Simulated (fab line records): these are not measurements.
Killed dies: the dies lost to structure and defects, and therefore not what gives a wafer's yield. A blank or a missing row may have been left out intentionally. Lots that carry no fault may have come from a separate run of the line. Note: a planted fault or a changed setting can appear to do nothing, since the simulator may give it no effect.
Which of the tools did it? :: flow sky130 :: 24 lots, 72 wafers sampled, at 6 steps of a route of 708

## WHAT THE GAUGES SHOWED, per wafer
SKY_SONOS_TUNNEL_TW_MEAS_12.
lot: L074
measured: day 11 07:56
on: filmMetro-03
SONOS_TUNNEL_TW: 198.4 198.5 197.9

lot: L075
measured: day 11 18:29
on: filmMetro-04
SONOS_TUNNEL_TW: 196.2 197.6 197.0

lot: L076
measured: day 11 21:19
on: filmMetro-03
SONOS_TUNNEL_TW: 199.1 199.1 198.8

lot: L077
measured: day 12 09:53
on: filmMetro-03
SONOS_TUNNEL_TW: 197.1 198.1 197.3

lot: L078
measured: day 12 15:49
on: filmMetro-03
SONOS_TUNNEL_TW: 197.9 198.6 197.7

lot: L079
measured: day 13 00:11
on: filmMetro-02
SONOS_TUNNEL_TW: 192.3 192.5 193.6

lot: L080
measured: day 13 05:15
on: filmMetro-03
SONOS_TUNNEL_TW: 200.6 199.3 199.2

lot: L081
measured: day 13 18:05
on: filmMetro-04
SONOS_TUNNEL_TW: 195.0 195.2 196.3

lot: L082
measured: day 14 04:31
on: filmMetro-04
SONOS_TUNNEL_TW: 195.7 195.1 196.4

lot: L083
measured: day 14 12:18
on: filmMetro-02
SONOS_TUNNEL_TW: 193.0 193.0 193.3

lot: L084
measured: day 14 14:55
on: filmMetro-03
SONOS_TUNNEL_TW: 198.0 198.2 198.4

lot: L085
measured: day 14 20:50
on: filmMetro-03
SONOS_TUNNEL_TW: 198.5 199.4 198.4

lot: L086
measured: day 15 11:22
on: filmMetro-04
SONOS_TUNNEL_TW: 196.6 195.7 196.8

lot: L087
measured: day 15 19:56
on: filmMetro-02
SONOS_TUNNEL_TW: 193.7 194.4 193.2

lot: L088
measured: day 15 22:04
on: filmMetro-03
SONOS_TUNNEL_TW: 200.4 199.8 201.1

lot: L089
measured: day 16 18:12
on: filmMetro-02
SONOS_TUNNEL_TW: 193.3 193.8 193.1

lot: L090
measured: day 16 18:40
on: filmMetro-04
SONOS_TUNNEL_TW: 195.3 196.6 196.6

lot: L091
measured: day 17 01:47
on: filmMetro-03
SONOS_TUNNEL_TW: 198.0 199.3 198.8

lot: L092
measured: day 17 03:47
on: filmMetro-04
SONOS_TUNNEL_TW: 196.0 196.3 196.0

lot: L093
measured: day 17 13:10
on: filmMetro-03
SONOS_TUNNEL_TW: 200.3 198.8 198.2

lot: L094
measured: day 17 22:41
on: filmMetro-04
SONOS_TUNNEL_TW: 195.9 196.4 196.0

lot: L095
measured: day 18 09:01
on: filmMetro-04
SONOS_TUNNEL_TW: 195.7 195.7 195.2

lot: L096
measured: day 18 20:01
on: filmMetro-03
SONOS_TUNNEL_TW: 199.4 199.4 199.7

lot: L097
measured: day 19 00:28
on: filmMetro-02
SONOS_TUNNEL_TW: 192.7 192.6 194.2

SKY_PASSIVATION_THK_MEAS_03.
lot: L074
measured: day 43 18:07
on: filmMetro-01
PASSIVATION_CVD_02_THK (nm): 525 538 539

lot: L075
measured: day 43 21:27
on: filmMetro-03
PASSIVATION_CVD_02_THK (nm): 520 528 528

lot: L076
measured: day 44 05:04
on: filmMetro-03
PASSIVATION_CVD_02_THK (nm): 530 542 534

lot: L077
measured: day 44 12:14
on: filmMetro-01
PASSIVATION_CVD_02_THK (nm): 538 547 544

lot: L078
measured: day 44 18:59
on: filmMetro-02
PASSIVATION_CVD_02_THK (nm): 533 544 534

lot: L079
measured: day 45 05:38
on: filmMetro-02
PASSIVATION_CVD_02_THK (nm): 536 533 545

lot: L080
measured: day 45 08:53
on: filmMetro-01
PASSIVATION_CVD_02_THK (nm): 536 541 541

lot: L081
measured: day 45 19:25
on: filmMetro-01
PASSIVATION_CVD_02_THK (nm): 540 530 545

lot: L082
measured: day 46 05:57
on: filmMetro-01
PASSIVATION_CVD_02_THK (nm): 524 535 537

lot: L083
measured: day 46 09:20
on: filmMetro-01
PASSIVATION_CVD_02_THK (nm): 534 536 546

lot: L084
measured: day 46 13:50
on: filmMetro-02
PASSIVATION_CVD_02_THK (nm): 540 544 555

lot: L085
measured: day 46 14:58
on: filmMetro-02
PASSIVATION_CVD_02_THK (nm): 529 537 539

lot: L086
measured: day 47 03:50
on: filmMetro-03
PASSIVATION_CVD_02_THK (nm): 529 533 545

lot: L087
measured: day 47 07:52
on: filmMetro-02
PASSIVATION_CVD_02_THK (nm): 527 543 532

lot: L088
measured: day 47 11:54
on: filmMetro-03
PASSIVATION_CVD_02_THK (nm): 530 542 533

lot: L089
measured: day 47 18:42
on: filmMetro-02
PASSIVATION_CVD_02_THK (nm): 541 539 543

lot: L090
measured: day 48 00:08
on: filmMetro-03
PASSIVATION_CVD_02_THK (nm): 536 549 546

lot: L091
measured: day 48 05:35
on: filmMetro-01
PASSIVATION_CVD_02_THK (nm): 538 540 543

lot: L092
measured: day 48 08:19
on: filmMetro-03
PASSIVATION_CVD_02_THK (nm): 536 548 546

lot: L093
measured: day 49 00:37
on: filmMetro-02
PASSIVATION_CVD_02_THK (nm): 540 545 543

lot: L094
measured: day 48 23:39
on: filmMetro-03
PASSIVATION_CVD_02_THK (nm): 531 540 542

lot: L095
measured: day 49 00:56
on: filmMetro-01
PASSIVATION_CVD_02_THK (nm): 541 543 543

lot: L096
measured: day 49 06:16
on: filmMetro-01
PASSIVATION_CVD_02_THK (nm): 539 542 545

lot: L097
measured: day 49 09:23
on: filmMetro-01
PASSIVATION_CVD_02_THK (nm): 542 546 542

## WHAT TOOL EACH LOT RAN ON (gives the tool, then ch and the chambers of the sampled wafers, and finally the start)
lot: L074
SKY_VIA1_CMP_02: cmp-01 ch 0,1,2, day 32 18:08
SKY_VIA1_SPUTTER_20: pvdSputter-03, day 33 21:33
SKY_METAL2_SPUTTER_01: pvdSputter-01, day 33 22:13
SKY_CAPM_METAL_ETCH_13: rieMetal-01 ch 0,1, day 37 08:29

lot: L075
SKY_VIA1_CMP_02: cmp-02 ch 2,3, day 32 22:23
SKY_VIA1_SPUTTER_20: pvdSputter-03, day 34 02:03
SKY_METAL2_SPUTTER_01: pvdSputter-01, day 34 02:43
SKY_CAPM_METAL_ETCH_13: rieMetal-01 ch 0,1, day 37 12:46

lot: L076
SKY_VIA1_CMP_02: cmp-01 ch 1,2,3, day 33 07:22
SKY_VIA1_SPUTTER_20: pvdSputter-03, day 34 10:29
SKY_METAL2_SPUTTER_01: pvdSputter-01, day 34 11:08
SKY_CAPM_METAL_ETCH_13: rieMetal-01 ch 0, day 37 22:29

lot: L077
SKY_VIA1_CMP_02: cmp-01 ch 0,1,2, day 33 14:26
SKY_VIA1_SPUTTER_20: pvdSputter-03, day 34 18:26
SKY_METAL2_SPUTTER_01: pvdSputter-01, day 34 19:05
SKY_CAPM_METAL_ETCH_13: rieMetal-04 ch 0,1, day 38 04:26

lot: L078
SKY_VIA1_CMP_02: cmp-01 ch 1,2,3, day 34 01:29
SKY_VIA1_SPUTTER_20: pvdSputter-01, day 35 04:49
SKY_METAL2_SPUTTER_01: pvdSputter-04, day 35 05:28
SKY_CAPM_METAL_ETCH_13: rieMetal-01 ch 0,1, day 38 13:39

lot: L079
SKY_VIA1_CMP_02: cmp-01 ch 0,2,3, day 34 11:31
SKY_VIA1_SPUTTER_20: pvdSputter-03, day 35 15:41
SKY_METAL2_SPUTTER_01: pvdSputter-01, day 35 16:22
SKY_CAPM_METAL_ETCH_13: rieMetal-04 ch 0,1, day 39 01:08

lot: L080
SKY_VIA1_CMP_02: cmp-01 ch 1,2,3, day 34 12:50
SKY_VIA1_SPUTTER_20: pvdSputter-02, day 35 16:38
SKY_METAL2_SPUTTER_01: pvdSputter-03, day 35 17:17
SKY_CAPM_METAL_ETCH_13: rieMetal-03 ch 0, day 39 03:12

lot: L081
SKY_VIA1_CMP_02: cmp-02 ch 1,2,3, day 35 03:34
SKY_VIA1_SPUTTER_20: pvdSputter-03, day 36 06:46
SKY_METAL2_SPUTTER_01: pvdSputter-04, day 36 07:25
SKY_CAPM_METAL_ETCH_13: rieMetal-04 ch 0,1, day 39 15:20

lot: L082
SKY_VIA1_CMP_02: cmp-02 ch 1,3, day 35 17:44
SKY_VIA1_SPUTTER_20: pvdSputter-03, day 36 20:41
SKY_METAL2_SPUTTER_01: pvdSputter-01, day 36 21:20
SKY_CAPM_METAL_ETCH_13: rieMetal-03 ch 1, day 40 05:29

lot: L083
SKY_VIA1_CMP_02: cmp-01 ch 0,1,2, day 35 22:14
SKY_VIA1_SPUTTER_20: pvdSputter-03, day 37 00:44
SKY_METAL2_SPUTTER_01: pvdSputter-01, day 37 01:23
SKY_CAPM_METAL_ETCH_13: rieMetal-01 ch 0, day 40 08:39

lot: L084
SKY_VIA1_CMP_02: cmp-02 ch 0,2,3, day 36 04:23
SKY_VIA1_SPUTTER_20: pvdSputter-02, day 37 07:59
SKY_METAL2_SPUTTER_01: pvdSputter-03, day 37 09:05
SKY_CAPM_METAL_ETCH_13: rieMetal-04 ch 0,1, day 40 14:59

lot: L085
SKY_VIA1_CMP_02: cmp-02 ch 1,2,3, day 36 08:08
SKY_VIA1_SPUTTER_20: pvdSputter-01, day 37 11:29
SKY_METAL2_SPUTTER_01: pvdSputter-03, day 37 12:08
SKY_CAPM_METAL_ETCH_13: rieMetal-04 ch 1, day 40 17:41

lot: L086
SKY_VIA1_CMP_02: cmp-02 ch 0,1,3, day 36 20:18
SKY_VIA1_SPUTTER_20: pvdSputter-02, day 37 22:59
SKY_METAL2_SPUTTER_01: pvdSputter-01, day 37 23:38
SKY_CAPM_METAL_ETCH_13: rieMetal-03 ch 1, day 41 04:50

lot: L087
SKY_VIA1_CMP_02: cmp-01 ch 0,1, day 37 04:06
SKY_VIA1_SPUTTER_20: pvdSputter-02, day 38 07:05
SKY_METAL2_SPUTTER_01: pvdSputter-01, day 38 07:44
SKY_CAPM_METAL_ETCH_13: rieMetal-03 ch 1, day 41 12:11

lot: L088
SKY_VIA1_CMP_02: cmp-01 ch 1,2,3, day 37 05:36
SKY_VIA1_SPUTTER_20: pvdSputter-02, day 38 08:31
SKY_METAL2_SPUTTER_01: pvdSputter-01, day 38 09:17
SKY_CAPM_METAL_ETCH_13: rieMetal-01 ch 0,1, day 41 16:02

lot: L089
SKY_VIA1_CMP_02: cmp-02 ch 1,2,3, day 37 19:34
SKY_VIA1_SPUTTER_20: pvdSputter-03, day 38 22:09
SKY_METAL2_SPUTTER_01: pvdSputter-03, day 38 22:49
SKY_CAPM_METAL_ETCH_13: rieMetal-03 ch 0,1, day 42 02:52

lot: L090
SKY_VIA1_CMP_02: cmp-01 ch 0,1,3, day 38 00:08
SKY_VIA1_SPUTTER_20: pvdSputter-02, day 39 02:47
SKY_METAL2_SPUTTER_01: pvdSputter-04, day 39 03:31
SKY_CAPM_METAL_ETCH_13: rieMetal-04 ch 0,1, day 42 06:04

lot: L091
SKY_VIA1_CMP_02: cmp-01 ch 0,2,3, day 38 08:01
SKY_VIA1_SPUTTER_20: pvdSputter-03, day 39 10:26
SKY_METAL2_SPUTTER_01: pvdSputter-04, day 39 11:11
SKY_CAPM_METAL_ETCH_13: rieMetal-01 ch 0,1, day 42 14:16

lot: L092
SKY_VIA1_CMP_02: cmp-02 ch 1,2,3, day 38 10:30
SKY_VIA1_SPUTTER_20: pvdSputter-01, day 39 12:20
SKY_METAL2_SPUTTER_01: pvdSputter-01, day 39 12:59
SKY_CAPM_METAL_ETCH_13: rieMetal-01 ch 0,1, day 42 17:23

lot: L093
SKY_VIA1_CMP_02: cmp-01 ch 0,1,2, day 39 08:51
SKY_VIA1_SPUTTER_20: pvdSputter-03, day 40 10:41
SKY_METAL2_SPUTTER_01: pvdSputter-01, day 40 11:25
SKY_CAPM_METAL_ETCH_13: rieMetal-03 ch 0,1, day 43 12:50

lot: L094
SKY_VIA1_CMP_02: cmp-02 ch 1,3, day 39 06:14
SKY_VIA1_SPUTTER_20: pvdSputter-02, day 40 07:44
SKY_METAL2_SPUTTER_01: pvdSputter-04, day 40 08:23
SKY_CAPM_METAL_ETCH_13: rieMetal-01 ch 0,1, day 43 10:50

lot: L095
SKY_VIA1_CMP_02: cmp-01 ch 0,2,3, day 39 09:07
SKY_VIA1_SPUTTER_20: pvdSputter-03, day 40 11:27
SKY_METAL2_SPUTTER_01: pvdSputter-03, day 40 12:07
SKY_CAPM_METAL_ETCH_13: rieMetal-04 ch 1, day 43 14:02

lot: L096
SKY_VIA1_CMP_02: cmp-02 ch 2,3, day 39 15:30
SKY_VIA1_SPUTTER_20: pvdSputter-01, day 40 16:23
SKY_METAL2_SPUTTER_01: pvdSputter-01, day 40 17:43
SKY_CAPM_METAL_ETCH_13: rieMetal-03 ch 0,1, day 43 19:18

lot: L097
SKY_VIA1_CMP_02: cmp-02 ch 0,1,3, day 39 20:36
SKY_VIA1_SPUTTER_20: pvdSputter-01, day 40 22:17
SKY_METAL2_SPUTTER_01: pvdSputter-03, day 40 22:56
SKY_CAPM_METAL_ETCH_13: rieMetal-03 ch 0,1, day 44 00:39
- SKY_VIA1_CMP_02: polishes SiO2.
- SKY_VIA1_SPUTTER_20: material TiN, target thk 20 nm, time 80 s.
- SKY_METAL2_SPUTTER_01: material TiN, target thk 20 nm, time 16.7 s.
- SKY_CAPM_METAL_ETCH_13: etches TiN in Cl2/BCl3, stops on SiO2, target depth 220 nm, time 62.9 s.

## AS READ BY THE TOOLS THEMSELVES (means over the sampled wafers that have a number; for cases with no such wafer, the mark the record gives instead)
SKY_VIA1_CMP_02.
lot: L074
tool: cmp-01
motorCurrentA (A): 12.7

lot: L075
tool: cmp-02
motorCurrentA (A): 11.2

lot: L076
tool: cmp-01
motorCurrentA (A): 12.6

lot: L077
tool: cmp-01
motorCurrentA (A): 12.8

lot: L078
tool: cmp-01
motorCurrentA (A): 13.0

lot: L079
tool: cmp-01
motorCurrentA (A): 12.4

lot: L080
tool: cmp-01
motorCurrentA (A): 12.5

lot: L081
tool: cmp-02
motorCurrentA (A): 11.8

lot: L082
tool: cmp-02
motorCurrentA (A): 11.6

lot: L083
tool: cmp-01
motorCurrentA (A): 12.7

lot: L084
tool: cmp-02
motorCurrentA (A): 11.7

lot: L085
tool: cmp-02
motorCurrentA (A): 11.4

lot: L086
tool: cmp-02
motorCurrentA (A): 11.8

lot: L087
tool: cmp-01
motorCurrentA (A): 12.4

lot: L088
tool: cmp-01
motorCurrentA (A): 12.8

lot: L089
tool: cmp-02
motorCurrentA (A): 11.1

lot: L090
tool: cmp-01
motorCurrentA (A): 12.6

lot: L091
tool: cmp-01
motorCurrentA (A): 12.3

lot: L092
tool: cmp-02
motorCurrentA (A): 11.4

lot: L093
tool: cmp-01
motorCurrentA (A): 12.5

lot: L094
tool: cmp-02
motorCurrentA (A): 12.2

lot: L095
tool: cmp-01
motorCurrentA (A): 12.3

lot: L096
tool: cmp-02
motorCurrentA (A): 11.0

lot: L097
tool: cmp-02
motorCurrentA (A): 12.0

SKY_VIA1_SPUTTER_20.
lot: L074
tool: pvdSputter-03
throttleValvePct (%): 30.4

lot: L075
tool: pvdSputter-03
throttleValvePct (%): 30.4

lot: L076
tool: pvdSputter-03
throttleValvePct (%): 30.7

lot: L077
tool: pvdSputter-03
throttleValvePct (%): 30.5

lot: L078
tool: pvdSputter-01
throttleValvePct (%): 29.8

lot: L079
tool: pvdSputter-03
throttleValvePct (%): 30.6

lot: L080
tool: pvdSputter-02
throttleValvePct (%): 29.9

lot: L081
tool: pvdSputter-03
throttleValvePct (%): 30.6

lot: L082
tool: pvdSputter-03
throttleValvePct (%): 30.4

lot: L083
tool: pvdSputter-03
throttleValvePct (%): 30.6

lot: L084
tool: pvdSputter-02
throttleValvePct (%): 31.2

lot: L085
tool: pvdSputter-01
throttleValvePct (%): 30.1

lot: L086
tool: pvdSputter-02
throttleValvePct (%): 30.2

lot: L087
tool: pvdSputter-02
throttleValvePct (%): 30.7

lot: L088
tool: pvdSputter-02
throttleValvePct (%): 31.2

lot: L089
tool: pvdSputter-03
throttleValvePct (%): 30.3

lot: L090
tool: pvdSputter-02
throttleValvePct (%): 29.7

lot: L091
tool: pvdSputter-03
throttleValvePct (%): 30.3

lot: L092
tool: pvdSputter-01
throttleValvePct (%): 30.4

lot: L093
tool: pvdSputter-03
throttleValvePct (%): 30.8

lot: L094
tool: pvdSputter-02
throttleValvePct (%): 30.7

lot: L095
tool: pvdSputter-03
throttleValvePct (%): 30.6

lot: L096
tool: pvdSputter-01
throttleValvePct (%): 30.5

lot: L097
tool: pvdSputter-01
throttleValvePct (%): 30.0

SKY_METAL2_SPUTTER_01.
lot: L074
tool: pvdSputter-01
throttleValvePct (%): 30.3

lot: L075
tool: pvdSputter-01
throttleValvePct (%): 30.5

lot: L076
tool: pvdSputter-01
throttleValvePct (%): 30.2

lot: L077
tool: pvdSputter-01
throttleValvePct (%): 30.4

lot: L078
tool: pvdSputter-04
throttleValvePct (%): 29.5

lot: L079
tool: pvdSputter-01
throttleValvePct (%): 30.3

lot: L080
tool: pvdSputter-03
throttleValvePct (%): 30.4

lot: L081
tool: pvdSputter-04
throttleValvePct (%): 30.6

lot: L082
tool: pvdSputter-01
throttleValvePct (%): 30.0

lot: L083
tool: pvdSputter-01
throttleValvePct (%): 30.3

lot: L084
tool: pvdSputter-03
throttleValvePct (%): 30.6

lot: L085
tool: pvdSputter-03
throttleValvePct (%): 30.5

lot: L086
tool: pvdSputter-01
throttleValvePct (%): 29.9

lot: L087
tool: pvdSputter-01
throttleValvePct (%): 30.5

lot: L088
tool: pvdSputter-01
throttleValvePct (%): 29.9

lot: L089
tool: pvdSputter-03
throttleValvePct (%): 30.5

lot: L090
tool: pvdSputter-04
throttleValvePct (%): 30.0

lot: L091
tool: pvdSputter-04
throttleValvePct (%): 30.0

lot: L092
tool: pvdSputter-01
throttleValvePct (%): 30.2

lot: L093
tool: pvdSputter-01
throttleValvePct (%): 30.0

lot: L094
tool: pvdSputter-04
throttleValvePct (%): 30.1

lot: L095
tool: pvdSputter-03
throttleValvePct (%): 30.4

lot: L096
tool: pvdSputter-01
throttleValvePct (%): 30.3

lot: L097
tool: pvdSputter-03
throttleValvePct (%): 30.3

SKY_CAPM_METAL_ETCH_13.
lot: L074
tool: rieMetal-01
biasW (W): 48.42
drypumpMotorCurrentA (A): 5.4
oesProductAu (a.u.): 0.935
throttleValvePct (%): 21.899

lot: L075
tool: rieMetal-01
biasW (W): 48.66
drypumpMotorCurrentA (A): 5.3
oesProductAu (a.u.): 0.940
throttleValvePct (%): 21.915

lot: L076
tool: rieMetal-01
biasW (W): 48.37
drypumpMotorCurrentA (A): 5.1
oesProductAu (a.u.): 0.947
throttleValvePct (%): 21.909

lot: L077
tool: rieMetal-04
biasW (W): 48.65
drypumpMotorCurrentA (A): 5.9
oesProductAu (a.u.): 0.935
throttleValvePct (%): 21.901

lot: L078
tool: rieMetal-01
biasW (W): 48.45
drypumpMotorCurrentA (A): 5.4
oesProductAu (a.u.): 0.937
throttleValvePct (%): 21.907

lot: L079
tool: rieMetal-04
biasW (W): 48.46
drypumpMotorCurrentA (A): 5.5
oesProductAu (a.u.): 0.935
throttleValvePct (%): 21.903

lot: L080
tool: rieMetal-03
biasW (W): 48.35
drypumpMotorCurrentA (A): 5.4
oesProductAu (a.u.): 0.944
throttleValvePct (%): 21.888

lot: L081
tool: rieMetal-04
biasW (W): 48.60
drypumpMotorCurrentA (A): 5.9
oesProductAu (a.u.): 0.945
throttleValvePct (%): 21.901

lot: L082
tool: rieMetal-03
biasW (W): 48.56
drypumpMotorCurrentA (A): 5.9
oesProductAu (a.u.): 0.937
throttleValvePct (%): 21.903

lot: L083
tool: rieMetal-01
biasW (W): 48.53
drypumpMotorCurrentA (A): 5.1
oesProductAu (a.u.): 0.929
throttleValvePct (%): 21.910

lot: L084
tool: rieMetal-04
biasW (W): 48.53
drypumpMotorCurrentA (A): 5.5
oesProductAu (a.u.): 0.939
throttleValvePct (%): 21.902

lot: L085
tool: rieMetal-04
biasW (W): 48.47
drypumpMotorCurrentA (A): 5.1
oesProductAu (a.u.): 0.946
throttleValvePct (%): 21.892

lot: L086
tool: rieMetal-03
biasW (W): 48.27
drypumpMotorCurrentA (A): 5.9
oesProductAu (a.u.): 0.938
throttleValvePct (%): 21.897

lot: L087
tool: rieMetal-03
biasW (W): 48.38
drypumpMotorCurrentA (A): 5.9
oesProductAu (a.u.): 0.946
throttleValvePct (%): 21.896

lot: L088
tool: rieMetal-01
biasW (W): 48.53
drypumpMotorCurrentA (A): 5.3
oesProductAu (a.u.): 0.936
throttleValvePct (%): 21.903

lot: L089
tool: rieMetal-03
biasW (W): 48.37
drypumpMotorCurrentA (A): 5.7
oesProductAu (a.u.): 0.939
throttleValvePct (%): 21.891

lot: L090
tool: rieMetal-04
biasW (W): 48.62
drypumpMotorCurrentA (A): 5.9
oesProductAu (a.u.): 0.944
throttleValvePct (%): 21.900

lot: L091
tool: rieMetal-01
biasW (W): 48.53
drypumpMotorCurrentA (A): 5.3
oesProductAu (a.u.): 0.941
throttleValvePct (%): 21.896

lot: L092
tool: rieMetal-01
biasW (W): 48.52
drypumpMotorCurrentA (A): 5.3
oesProductAu (a.u.): 0.938
throttleValvePct (%): 21.900

lot: L093
tool: rieMetal-03
biasW (W): 48.49
drypumpMotorCurrentA (A): 5.7
oesProductAu (a.u.): 0.936
throttleValvePct (%): 21.905

lot: L094
tool: rieMetal-01
biasW (W): 48.54
drypumpMotorCurrentA (A): 5.3
oesProductAu (a.u.): 0.938
throttleValvePct (%): 21.900

lot: L095
tool: rieMetal-04
biasW (W): 48.64
drypumpMotorCurrentA (A): 5.1
oesProductAu (a.u.): 0.940
throttleValvePct (%): 21.897

lot: L096
tool: rieMetal-03
biasW (W): 48.51
drypumpMotorCurrentA (A): 5.7
oesProductAu (a.u.): 0.949
throttleValvePct (%): 21.903

lot: L097
tool: rieMetal-03
biasW (W): 48.60
drypumpMotorCurrentA (A): 5.7
oesProductAu (a.u.): 0.938
throttleValvePct (%): 21.894

## THE ANSWER, worked out from the rows above alone
Rule: the lots themselves supply what counts as usual. Put in order of their means at a reading, lots are off if they are a third of the lots or fewer, leave a main group of 4 or more, and stand apart from it by a gap of 3 or more times the standard deviation of the main group's means; of several such gaps the widest counts. The tables above print the reading to a certain number of digits; a main group whose means all agree to those digits is not used. Also off: a lot with no number at a reading for which 4 or more lots have one. Where the step has rows for the other lots, those lots are counted as sound. First the gauges in route order, then the tools' own readings, where a lot's mean is used as printed above. The first step at which some lot is off is used, and at that step the reading that is off furthest; a lot without a number counts as furthest.
Across all readings shown, no lot is off: no conclusion can be drawn from this.

## WHAT THE SIMULATOR HAD INSERTED
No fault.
